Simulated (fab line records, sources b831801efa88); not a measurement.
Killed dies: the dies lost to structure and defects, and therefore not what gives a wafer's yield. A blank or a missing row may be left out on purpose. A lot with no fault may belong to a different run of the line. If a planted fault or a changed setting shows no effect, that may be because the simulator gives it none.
Matching of chambers || flow gf180mcu || GF_SAB_CVD_00 on pecvd-02: 3 sister chambers
The step deposits SiO2 from TEOS, target thk 50 nm, time 4.9302 s. 3 wafers are shown with their chamber, then 8 later ones without.

WAFERS WITH THEIR CHAMBER
{"wafer": "L089.3", "chamber": 1, "heater-power-w (W)": 598}
{"wafer": "L089.5", "chamber": 0, "heater-power-w (W)": 680}
{"wafer": "L092.1", "chamber": 2, "heater-power-w (W)": 547}

WAFERS MISSING THEIR CHAMBER
{"wafer": "L092.2", "heater-power-w (W)": 591}
{"wafer": "L092.4", "heater-power-w (W)": 597}
{"wafer": "L096.3", "heater-power-w (W)": 644}
{"wafer": "L096.5", "heater-power-w (W)": 662}
{"wafer": "L096.6", "heater-power-w (W)": 516}
{"wafer": "L097.1", "heater-power-w (W)": 552}
{"wafer": "L097.2", "heater-power-w (W)": 625}
{"wafer": "L097.4", "heater-power-w (W)": 555}

EACH ONE'S CHAMBER
{"wafer": "L092.2", "from the rows above": "can't be placed: 1 or 2", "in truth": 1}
{"wafer": "L092.4", "from the rows above": 1, "in truth": 1}
{"wafer": "L096.3", "from the rows above": "can't be placed: 0 or 1", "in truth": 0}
{"wafer": "L096.5", "from the rows above": 0, "in truth": 0}
{"wafer": "L096.6", "from the rows above": 2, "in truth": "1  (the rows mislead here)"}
{"wafer": "L097.1", "from the rows above": "can't be placed: 2 or 1", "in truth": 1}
{"wafer": "L097.2", "from the rows above": "can't be placed: 1 or 0", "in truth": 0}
{"wafer": "L097.4", "from the rows above": "can't be placed: 2 or 1", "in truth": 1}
Correct placement for 2 of the 8. Not placeable from these rows: 5 (in 5, the candidates include the true chamber). 1 placed wrongly.
How it was worked out, from the rows above alone: a wafer's distance from a chamber is the root of the sum, over the readings, of the square of ((its reading less the chamber's mean) divided by the reading's scatter). The wafer belongs to the nearest chamber; if the next one is less than 2 further off, it can't be placed. Each chamber's mean is taken over the wafers shown for it. The scatter: root of mean squared gap, hidden wafer to nearest shown wafer, with one shown wafer a chamber.
